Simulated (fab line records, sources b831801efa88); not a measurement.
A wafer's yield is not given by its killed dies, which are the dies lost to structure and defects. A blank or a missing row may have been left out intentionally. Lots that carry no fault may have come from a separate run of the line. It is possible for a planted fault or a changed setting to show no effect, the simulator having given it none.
fab line records ; flow sky130
[record] lots = 15; wafers = 45; last-day = 50
route steps=708 shown LDD_LDN@301 METAL1@436 METAL2@483
lots that met no fault: taken from a fault-free run of the same line
start-h: start of the lot's first displayed wafer, in hours after the record's first day ; wait-h: hours elapsed since this lot's preceding step ; " repeats the value in the row above ; L1.1+2: several wafers, shown together as one row ; - no value, or no start was given ; * or withheld: withheld ; < > ~ a bound
route shown NAME@n: a module of which the file shows steps, and the number in the route of the first ; usual: average and standard deviation across the fault-free wafers ; same: alike in all rows ; chamber/n: place in a boat ; sites: each site's reading ; _std_site: how widely they spread, as a standard deviation ; _edge_site: the outer-site mean with the inner-site mean subtracted ; radius-mm: for every site, how far away it sits from the centre of the wafer ; mask NAME#n: copy n ; behind: the most recent tool/chamber to have shaped the wafer ; hold: what put the lot on hold/how long, in hours/how the hold closed ; device: transistor that didn't switch, given as n, p or np ; end of line: the tests these same wafers got at the end of their route ; step lacking rows: just its recipe ; killed: not the wafer's yield, but the dies lost to structure and defects at the first sort ; map: dies across one wafer; x = killed, . = not, _ = none there
set.NAME: the setting the step ran with; set.NAME@STEP: the setting that earlier step ran with ; model.NAME: the simulator's own value behind a step, which no gauge read
the route's steps for a sample of lots (tables are steps, rows are wafers)
services: from which hour (start-h, from the record's first day; less than 0 if before it) a tool's chamber was out of use, for how many hours, and why
[[steps]]
[step SKY_LDD_LDN_STRIP_12]
[recipe] chemistry = O2/N2; power-w = 1400; pressure-mtorr = 1500; platen-temp-c = withheld; o2-flow-sccm = 3000; n2-flow-sccm = 300; overash-fraction = 0.5
[usual] drypump-motor-current-A = 6.1/0.43; oes-product-au = 0.716/0.0046; strip-time-to-endpoint-s = 14.15/0.047
lot.wafer;tool;chamber;start-h;wait-h;drypump-motor-current-A;oes-product-au;rf-hours-counter-h;strip-time-to-endpoint-s
L661.3;plasma-asher-03;1;519.77;0.1;5.5;0.718;-;14.15
L661.4;plasma-asher-03;0;519.77;0.1;6.2;0.717;-;14.19
L661.6;plasma-asher-03;0;519.77;0.1;6.1;0.722;-;14.17
L664.1;plasma-asher-01;1;549.89;0.1;5.7;0.723;79;14.21
L664.4;plasma-asher-01;0;549.89;0.1;6.7;0.712;-;14.21
L664.6;plasma-asher-01;0;549.89;0.1;6.7;0.717;-;14.22
L665.1;plasma-asher-01;0;564.69;0.1;6.7;0.712;80;14.10
L665.3;plasma-asher-01;1;564.69;0.1;5.7;0.711;-;14.11
L665.4;plasma-asher-01;0;564.69;0.1;6.7;0.706;-;14.06
L666.1;plasma-asher-04;1;573.28;0.1;6.4;0.720;13;14.11
L666.5;plasma-asher-04;0;573.28;0.1;5.9;0.711;-;14.12
L666.6;plasma-asher-04;1;573.28;0.1;6.4;0.716;-;14.09
L667.2;plasma-asher-03;0;575.44;0.1;6.1;0.716;43;14.17
L667.3;plasma-asher-03;1;575.44;0.1;5.5;0.724;-;14.16
L667.5;plasma-asher-03;1;575.44;0.1;5.5;0.711;-;14.19
L669.3;plasma-asher-01;1;597.91;0.1;5.8;0.721;-;14.10
L669.4;plasma-asher-01;0;597.91;0.1;6.7;0.717;-;14.10
L669.6;plasma-asher-01;1;597.91;0.1;5.8;0.720;-;14.08
L670.3;plasma-asher-04;1;603.41;0.1;6.4;0.707;-;14.17
L670.5;plasma-asher-04;0;603.41;0.1;5.9;0.721;-;14.19
L670.6;plasma-asher-04;1;603.41;0.1;6.4;0.720;-;14.16
L671.2;plasma-asher-01;0;622.23;0.1;6.7;0.724;86;14.16
L671.3;plasma-asher-01;1;622.23;0.1;5.7;0.715;-;14.15
L671.6;plasma-asher-01;1;622.23;0.1;5.8;0.715;-;14.14
L672.1;plasma-asher-01;0;624.89;0.1;6.7;0.719;87;14.17
L672.5;plasma-asher-01;0;624.89;0.1;6.7;0.719;-;14.13
L672.6;plasma-asher-01;1;624.89;0.1;5.7;0.711;-;14.17
L673.1;plasma-asher-03;0;630.68;0.1;6.1;0.717;49;14.14
L673.4;plasma-asher-03;1;630.68;0.1;5.5;0.720;-;14.15
L673.5;plasma-asher-03;0;630.68;0.1;6.1;0.708;-;14.12
L674.2;plasma-asher-01;0;637.28;0.1;6.7;0.717;88;14.32
L674.3;plasma-asher-01;0;637.28;0.1;6.7;0.714;-;14.30
L674.6;plasma-asher-01;0;637.28;0.1;6.8;0.719;-;14.27
L680.1;plasma-asher-04;0;686.38;0.1;5.9;0.722;25;14.15
L680.2;plasma-asher-04;1;686.38;0.1;6.4;0.714;25;14.14
L680.6;plasma-asher-04;1;686.38;0.1;6.4;0.707;-;14.16
L681.1;plasma-asher-04;1;694.68;0.1;6.4;0.725;26;14.16
L681.3;plasma-asher-04;1;694.68;0.1;6.4;0.714;-;14.13
L681.6;plasma-asher-04;1;694.68;0.1;6.4;0.722;-;14.13
L683.1;plasma-asher-03;0;700.79;0.1;6.1;0.718;56;14.15
L683.2;plasma-asher-03;1;700.79;0.1;5.5;0.714;56;14.13
L683.3;plasma-asher-03;0;700.79;0.1;6.1;0.717;-;14.12
L684.2;plasma-asher-03;0;708.13;0.1;6.1;0.718;57;14.16
L684.5;plasma-asher-03;1;708.13;0.1;5.5;0.721;-;14.14
L684.6;plasma-asher-03;0;708.13;0.1;6.1;0.716;-;14.12
[step SKY_METAL1_SPUTTER_02]
[recipe] material = AlCu; target-thk-nm = 250; power-w = 10600; time-s = 13.3; chamber-pressure-pa = 0.4
[usual] cathode-dc-power-W = 10600/1.8; chamber-pressure-pa = 0.3999/0.00075; throttle-valve-pct = 30.3/1.3; time-s = 13.3/0
lot.wafer;tool;chamber;start-h;wait-h;cathode-dc-power-W;chamber-pressure-pa;throttle-valve-pct;time-s
L661.3;pvd-sputter-02;-;731.39;0.0;10598;0.4004;31.5;13.3
L661.4;pvd-sputter-02;-;731.39;0.0;10602;0.4001;29.3;13.3
L661.6;pvd-sputter-02;-;731.39;0.0;10602;0.4013;31.5;13.3
L664.1;pvd-sputter-01;-;758.32;0.0;10600;0.3999;30.5;13.3
L664.4;pvd-sputter-01;-;758.32;0.0;10602;0.4013;31.8;13.3
L664.6;pvd-sputter-01;-;758.32;0.0;10601;0.4005;29.2;13.3
L665.1;pvd-sputter-04;-;774.87;0.0;10597;0.3997;28.8;13.3
L665.3;pvd-sputter-04;-;774.87;0.0;10601;0.4000;30.0;13.3
L665.4;pvd-sputter-04;-;774.87;0.0;10601;0.3994;28.2;13.3
L666.1;pvd-sputter-02;-;781.27;0.0;10600;0.3998;29.6;13.3
L666.5;pvd-sputter-02;-;781.27;0.0;10602;0.4006;31.6;13.3
L666.6;pvd-sputter-02;-;781.27;0.0;10599;0.3991;32.9;13.3
L667.2;pvd-sputter-01;-;783.46;0.0;10599;0.3996;32.1;13.3
L667.3;pvd-sputter-01;-;783.46;0.0;10600;0.4009;30.4;13.3
L667.5;pvd-sputter-01;-;783.46;0.0;10599;0.4003;29.3;13.3
L669.3;pvd-sputter-04;-;799.00;0.0;10601;0.4008;28.5;13.3
L669.4;pvd-sputter-04;-;799.00;0.0;10603;0.3999;28.3;13.3
L669.6;pvd-sputter-04;-;799.00;0.0;10602;0.4007;29.6;13.3
L670.3;pvd-sputter-02;-;803.38;0.0;10602;0.3991;31.6;13.3
L670.5;pvd-sputter-02;-;803.38;0.0;10600;0.4014;29.7;13.3
L670.6;pvd-sputter-02;-;803.38;0.0;10600;0.3999;30.8;13.3
L671.2;pvd-sputter-01;-;821.29;0.0;10595;0.4002;31.8;13.3
L671.3;pvd-sputter-01;-;821.29;0.0;10602;0.3997;30.4;13.3
L671.6;pvd-sputter-01;-;821.29;0.0;10598;0.4006;31.8;13.3
L672.1;pvd-sputter-02;-;822.47;0.0;-;-;-;-
L672.5;pvd-sputter-02;-;822.47;0.0;-;-;-;-
L672.6;pvd-sputter-02;-;822.47;0.0;-;-;-;-
L673.1;pvd-sputter-04;-;831.92;0.0;-;-;-;-
L673.4;pvd-sputter-04;-;831.92;0.0;-;-;-;-
L673.5;pvd-sputter-04;-;831.92;0.0;-;-;-;-
L674.2;pvd-sputter-04;-;837.23;0.0;-;-;-;-
L674.3;pvd-sputter-04;-;837.23;0.0;-;-;-;-
L674.6;pvd-sputter-04;-;837.23;0.0;-;-;-;-
L680.1;pvd-sputter-02;-;884.96;0.0;10600;0.3997;32.9;13.3
L680.2;pvd-sputter-02;-;884.96;0.0;10600;0.4004;29.3;13.3
L680.6;pvd-sputter-02;-;884.96;0.0;10598;0.3998;31.5;13.3
L681.1;pvd-sputter-04;-;888.72;0.0;10601;0.3994;29.9;13.3
L681.3;pvd-sputter-04;-;888.72;0.0;10601;0.3995;28.4;13.3
L681.6;pvd-sputter-04;-;888.72;0.0;10602;0.3997;28.1;13.3
L683.1;pvd-sputter-02;-;893.66;0.0;10595;0.3998;32.9;13.3
L683.2;pvd-sputter-02;-;893.66;0.0;10600;0.3987;29.2;13.3
L683.3;pvd-sputter-02;-;893.66;0.0;10598;0.3986;30.6;13.3
L684.2;pvd-sputter-04;-;900.53;0.0;10602;0.3997;30.4;13.3
L684.5;pvd-sputter-04;-;900.53;0.0;10600;0.3996;28.2;13.3
L684.6;pvd-sputter-04;-;900.53;0.0;10601;0.3986;29.5;13.3
[step SKY_METAL1_RS_MEAS_05]
[recipe] thk-meas-gauge = four-point-probe; reads = TiN_of_METAL1_SPUTTER_04+Ti_of_METAL1_SPUTTER_03+AlCu_of_METAL1_SPUTTER_02+TiN_of_METAL1_SPUTTER_01+Ti_of_METAL1_SPUTTER_00
[usual] METAL1_ALCU_RS = 0.1263/0.0014
lot.wafer;tool;chamber;start-h;wait-h;METAL1_ALCU_RS[ohm/sq]
L661.3;film-metro-01;-;731.52;0.1;0.1270
L661.4;film-metro-01;-;731.52;0.1;0.1269
L661.6;film-metro-01;-;731.52;0.1;0.1252
L664.1;film-metro-02;-;758.41;0.0;0.1288
L664.4;film-metro-02;-;758.41;0.0;0.1282
L664.6;film-metro-02;-;758.41;0.0;0.1271
L665.1;film-metro-04;-;774.96;0.0;0.1272
L665.3;film-metro-04;-;774.96;0.0;0.1269
L665.4;film-metro-04;-;774.96;0.0;0.1276
L666.1;film-metro-02;-;781.36;0.0;0.1275
L666.5;film-metro-02;-;781.36;0.0;0.1254
L666.6;film-metro-02;-;781.36;0.0;0.1262
L667.2;film-metro-02;-;783.57;0.0;0.1249
L667.3;film-metro-02;-;783.57;0.0;0.1255
L667.5;film-metro-02;-;783.57;0.0;0.1240
L669.3;film-metro-01;-;799.13;0.1;0.1261
L669.4;film-metro-01;-;799.13;0.1;0.1261
L669.6;film-metro-01;-;799.13;0.1;0.1240
L670.3;film-metro-04;-;803.51;0.1;0.1254
L670.5;film-metro-04;-;803.51;0.1;0.1271
L670.6;film-metro-04;-;803.51;0.1;0.1270
L671.2;film-metro-02;-;821.40;0.0;0.1249
L671.3;film-metro-02;-;821.40;0.0;0.1250
L671.6;film-metro-02;-;821.40;0.0;0.1254
L672.1;film-metro-02;-;822.56;0.0;8.6605
L672.5;film-metro-02;-;822.56;0.0;8.6264
L672.6;film-metro-02;-;822.56;0.0;8.6074
L673.1;film-metro-01;-;832.01;0.0;8.5670
L673.4;film-metro-01;-;832.01;0.0;8.6433
L673.5;film-metro-01;-;832.01;0.0;8.6503
L674.2;film-metro-02;-;837.34;0.0;8.6289
L674.3;film-metro-02;-;837.34;0.0;8.6099
L674.6;film-metro-02;-;837.34;0.0;8.6060
L680.1;film-metro-01;-;885.05;0.0;0.1243
L680.2;film-metro-01;-;885.05;0.0;0.1259
L680.6;film-metro-01;-;885.05;0.0;0.1260
L681.1;film-metro-04;-;888.81;0.0;0.1278
L681.3;film-metro-04;-;888.81;0.0;0.1274
L681.6;film-metro-04;-;888.81;0.0;0.1280
L683.1;film-metro-04;-;893.75;0.0;0.1258
L683.2;film-metro-04;-;893.75;0.0;0.1266
L683.3;film-metro-04;-;893.75;0.0;0.1279
L684.2;film-metro-04;-;900.65;0.0;0.1288
L684.5;film-metro-04;-;900.65;0.0;0.1288
L684.6;film-metro-04;-;900.65;0.0;0.1288
[step SKY_METAL1_THK_MEAS_06]
[recipe] thk-meas-gauge = xrf; reads = AlCu_of_METAL1_SPUTTER_02
[usual] METAL1_ALCU_THK = 245/3
lot.wafer;tool;chamber;start-h;wait-h;METAL1_ALCU_THK[nm]
L661.3;film-metro-01;-;731.62;0.1;242
L661.4;film-metro-01;-;731.62;0.1;243
L661.6;film-metro-01;-;731.62;0.1;248
L664.1;film-metro-02;-;758.53;0.1;245
L664.4;film-metro-02;-;758.53;0.1;246
L664.6;film-metro-02;-;758.53;0.1;248
L665.1;film-metro-04;-;775.08;0.1;241
L665.3;film-metro-04;-;775.08;0.1;243
L665.4;film-metro-04;-;775.08;0.1;243
L666.1;film-metro-02;-;781.48;0.1;248
L666.5;film-metro-02;-;781.48;0.1;252
L666.6;film-metro-02;-;781.48;0.1;250
L667.2;film-metro-02;-;783.68;0.1;250
L667.3;film-metro-02;-;783.68;0.1;249
L667.5;film-metro-02;-;783.68;0.1;253
L669.3;film-metro-01;-;799.23;0.1;242
L669.4;film-metro-01;-;799.23;0.1;244
L669.6;film-metro-01;-;799.23;0.1;247
L670.3;film-metro-04;-;803.61;0.1;247
L670.5;film-metro-04;-;803.61;0.1;244
L670.6;film-metro-04;-;803.61;0.1;243
L671.2;film-metro-02;-;821.51;0.1;250
L671.3;film-metro-02;-;821.51;0.1;252
L671.6;film-metro-02;-;821.51;0.1;249
L672.1;film-metro-02;-;822.68;0.1;<0
L672.5;film-metro-02;-;822.68;0.1;<0
L672.6;film-metro-02;-;822.68;0.1;<0
L673.1;film-metro-01;-;832.13;0.1;<1
L673.4;film-metro-01;-;832.13;0.1;<1
L673.5;film-metro-01;-;832.13;0.1;<1
L674.2;film-metro-02;-;837.45;0.1;<0
L674.3;film-metro-02;-;837.45;0.1;<0
L674.6;film-metro-02;-;837.45;0.1;<0
L680.1;film-metro-01;-;885.17;0.1;248
L680.2;film-metro-01;-;885.17;0.1;243
L680.6;film-metro-01;-;885.17;0.1;242
L681.1;film-metro-04;-;888.93;0.1;243
L681.3;film-metro-04;-;888.93;0.1;243
L681.6;film-metro-04;-;888.93;0.1;241
L683.1;film-metro-04;-;893.87;0.1;245
L683.2;film-metro-04;-;893.87;0.1;246
L683.3;film-metro-04;-;893.87;0.1;243
L684.2;film-metro-04;-;900.76;0.1;239
L684.5;film-metro-04;-;900.76;0.1;240
L684.6;film-metro-04;-;900.76;0.1;240
[step SKY_METAL2_SPUTTER_00]
[recipe] material = Ti; target-thk-nm = 15; power-w = 3000; time-s = 10; chamber-pressure-pa = 0.4
[usual] cathode-dc-power-W = 3000.1/0.57; chamber-pressure-pa = 0.4000/0.00079; throttle-valve-pct = 29.9/1.3
[same] time-s = 10
lot.wafer;tool;chamber;start-h;wait-h;cathode-dc-power-W;chamber-pressure-pa;throttle-valve-pct
L661.3;pvd-sputter-04;-;787.82;0.1;2999.6;0.3999;29.6
L661.4;pvd-sputter-04;-;787.82;0.1;3000.0;0.4001;30.2
L661.6;pvd-sputter-04;-;787.82;0.1;3000.3;0.4001;28.3
L664.1;pvd-sputter-02;-;813.45;0.2;3000.8;0.4008;32.8
L664.4;pvd-sputter-02;-;813.45;0.2;3000.0;0.4016;33.2
L664.6;pvd-sputter-02;-;813.45;0.2;3000.7;0.3992;29.6
L665.1;pvd-sputter-03;-;830.79;0.1;3000.6;0.4011;30.3
L665.3;pvd-sputter-03;-;830.79;0.1;2999.9;0.4022;29.1
L665.4;pvd-sputter-03;-;830.79;0.1;2998.8;0.3995;28.5
L666.1;pvd-sputter-03;-;835.86;0.1;3000.1;0.4008;30.4
L666.5;pvd-sputter-03;-;835.86;0.1;3000.1;0.4010;30.2
L666.6;pvd-sputter-03;-;835.86;0.1;2999.3;0.4005;28.8
L667.2;pvd-sputter-04;-;838.75;0.1;2999.5;0.3992;29.5
L667.3;pvd-sputter-04;-;838.75;0.1;2999.4;0.4000;30.1
L667.5;pvd-sputter-04;-;838.75;0.1;3000.1;0.3994;28.4
L669.3;pvd-sputter-04;-;853.25;0.2;3000.4;0.4008;28.7
L669.4;pvd-sputter-04;-;853.25;0.2;2999.8;0.3997;28.6
L669.6;pvd-sputter-04;-;853.25;0.2;3001.1;0.4011;30.1
L670.3;pvd-sputter-04;-;858.58;0.1;2999.8;0.4003;29.6
L670.5;pvd-sputter-04;-;858.58;0.1;2999.5;0.4004;29.8
L670.6;pvd-sputter-04;-;858.58;0.1;3000.4;0.3999;28.7
L671.2;pvd-sputter-04;-;876.70;0.1;2999.5;0.4000;28.4
L671.3;pvd-sputter-04;-;876.70;0.1;3000.4;0.4002;28.5
L671.6;pvd-sputter-04;-;876.70;0.1;3000.6;0.4005;29.9
L680.1;pvd-sputter-03;-;938.80;0.1;3000.3;0.4001;29.9
L680.2;pvd-sputter-03;-;938.80;0.1;3000.4;0.3991;29.2
L680.6;pvd-sputter-03;-;938.80;0.1;3000.4;0.4009;28.8
L681.1;pvd-sputter-02;-;941.25;0.1;2999.6;0.3994;31.6
L681.3;pvd-sputter-02;-;941.25;0.1;3000.4;0.4000;29.2
L681.6;pvd-sputter-02;-;941.25;0.1;3000.1;0.4000;33.0
L683.1;pvd-sputter-03;-;947.11;0.2;3000.2;0.4013;30.1
L683.2;pvd-sputter-03;-;947.11;0.2;2999.9;0.4001;28.9
L683.3;pvd-sputter-03;-;947.11;0.2;3000.8;0.4003;29.8
L684.2;pvd-sputter-02;-;951.85;0.1;3000.8;0.3988;31.7
L684.5;pvd-sputter-02;-;951.85;0.1;3000.1;0.3997;29.3
L684.6;pvd-sputter-02;-;951.85;0.1;3000.5;0.3993;30.8
[step SKY_METAL2_SPUTTER_01]
[recipe] material = TiN; target-thk-nm = 20; power-w = 6500; time-s = 16.7; chamber-pressure-pa = 0.4
[usual] cathode-dc-power-W = 6499.7/1.1; chamber-pressure-pa = 0.4001/0.00082; throttle-valve-pct = 29.9/1.3
[same] time-s = 16.7
lot.wafer;tool;chamber;start-h;wait-h;cathode-dc-power-W;chamber-pressure-pa;throttle-valve-pct
L661.3;pvd-sputter-04;-;787.85;0.0;6499.7;0.4001;29.4
L661.4;pvd-sputter-04;-;787.85;0.0;6499.4;0.3989;30.4
L661.6;pvd-sputter-04;-;787.85;0.0;6498.8;0.3996;28.5
L664.1;pvd-sputter-02;-;813.47;0.0;6500.5;0.4004;32.8
L664.4;pvd-sputter-02;-;813.47;0.0;6499.8;0.4004;32.7
L664.6;pvd-sputter-02;-;813.47;0.0;6501.0;0.3998;29.6
L665.1;pvd-sputter-03;-;830.81;0.0;6498.5;0.3997;30.2
L665.3;pvd-sputter-03;-;830.81;0.0;6500.7;0.3995;28.9
L665.4;pvd-sputter-03;-;830.81;0.0;6502.1;0.3990;28.5
L666.1;pvd-sputter-03;-;835.89;0.0;6500.5;0.4007;30.0
L666.5;pvd-sputter-03;-;835.89;0.0;6501.4;0.3992;30.3
L666.6;pvd-sputter-03;-;835.89;0.0;6500.3;0.3994;28.9
L667.2;pvd-sputter-04;-;838.77;0.0;6498.0;0.4021;29.4
L667.3;pvd-sputter-04;-;838.77;0.0;6498.2;0.3997;30.1
L667.5;pvd-sputter-04;-;838.77;0.0;6501.7;0.3990;28.3
L669.3;pvd-sputter-04;-;853.27;0.0;6499.6;0.3989;28.7
L669.4;pvd-sputter-04;-;853.27;0.0;6499.5;0.4001;28.6
L669.6;pvd-sputter-04;-;853.27;0.0;6498.3;0.3993;29.8
L670.3;pvd-sputter-04;-;858.60;0.0;6498.8;0.3991;29.8
L670.5;pvd-sputter-04;-;858.60;0.0;6500.6;0.3983;29.5
L670.6;pvd-sputter-04;-;858.60;0.0;6501.8;0.4004;28.2
L671.2;pvd-sputter-04;-;876.72;0.0;6499.2;0.3999;28.5
L671.3;pvd-sputter-04;-;876.72;0.0;6498.2;0.4011;28.5
L671.6;pvd-sputter-04;-;876.72;0.0;6498.4;0.4011;30.3
L680.1;pvd-sputter-03;-;938.82;0.0;6500.5;0.3996;29.5
L680.2;pvd-sputter-03;-;938.82;0.0;6498.1;0.3999;29.0
L680.6;pvd-sputter-03;-;938.82;0.0;6501.8;0.4002;28.8
L681.1;pvd-sputter-02;-;941.27;0.0;6500.5;0.4000;31.6
L681.3;pvd-sputter-02;-;941.27;0.0;6501.1;0.3997;29.5
L681.6;pvd-sputter-02;-;941.27;0.0;6501.2;0.4001;32.8
L683.1;pvd-sputter-03;-;947.13;0.0;6500.3;0.3993;30.2
L683.2;pvd-sputter-03;-;947.13;0.0;6499.6;0.4002;29.0
L683.3;pvd-sputter-03;-;947.13;0.0;6499.1;0.4009;29.9
L684.2;pvd-sputter-02;-;951.87;0.0;6498.4;0.4010;31.6
L684.5;pvd-sputter-02;-;951.87;0.0;6499.1;0.4012;29.2
L684.6;pvd-sputter-02;-;951.87;0.0;6500.0;0.4014;30.6
[[services]]
tool;chamber;start-h;hours;kind
plasma-asher-04;-;516.89;4.4;repair
plasma-asher-04;-;543.78;4.3;repair
pvd-sputter-03;-;550.82;13.0;repair
pvd-sputter-04;-;554.29;1.7;repair
plasma-asher-04;-;575.93;6.8;repair
pvd-sputter-02;-;610.82;16.9;repair
pvd-sputter-03;-;650.69;3.7;repair
pvd-sputter-04;2;669.76;-;consumable-replace:kit
pvd-sputter-04;2;669.76;18.0;scheduled-down
pvd-sputter-04;2;669.76;18.0;vent-cycle
plasma-asher-04;-;707.76;0.8;repair
plasma-asher-04;-;722.16;120.1;pm
plasma-asher-01;-;733.75;9.0;pm
plasma-asher-01;-;745.79;4.5;repair
plasma-asher-01;-;766.41;6.7;repair
pvd-sputter-02;-;776.67;4.0;repair
plasma-asher-01;-;827.69;14.6;pm
pvd-sputter-03;-;832.97;0.5;repair
plasma-asher-04;-;865.22;1.0;repair
pvd-sputter-02;-;894.16;0.6;repair
pvd-sputter-01;-;898.87;9.4;repair
pvd-sputter-03;-;900.35;0.5;repair
plasma-asher-04;-;923.75;2.0;repair
plasma-asher-01;-;927.09;2.5;repair
[[key]]
[first-sign] step = SKY_METAL1_SPUTTER_02; reading = tool-record; direction = missing
[effect] step = SKY_METAL1_RS_MEAS_05; reading = METAL1_ALCU_RS; direction = up; sigmas = 99+; usual = 0.1263; struck = 8.6222
[effect] step = SKY_METAL1_THK_MEAS_06; reading = METAL1_ALCU_THK; direction = down; sigmas = 81; usual = 245; struck = <0
met-at SKY_METAL1_SPUTTER_02
struck-lots L672,L673,L674
later-rows-left-out L672.1,L672.5,L672.6,L673.1,L673.4,L673.5,L674.2,L674.3,L674.6
sort-left-out L672.1,L672.5,L672.6,L673.1,L673.4,L673.5,L674.2,L674.3,L674.6
not-acting-at SKY_LDD_LDN_STRIP_12,SKY_METAL2_SPUTTER_00,SKY_METAL2_SPUTTER_01
onset-between 803.38 822.47
[fault] kind = skipped-step-whole; tool = pvd-sputter-02,pvd-sputter-04; chamber = -; onset-h = 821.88; steps = SKY_METAL1_SPUTTER_02; scope = struck-lots-only
// sort-left-out: the simulated sort isn't trusted on such a fault, so these wafers' sort isn't shown, and their yield isn't known
// later-rows-left-out: the simulator's readings of these wafers behind a module that went badly wrong aren't trusted and aren't shown, but for the sort
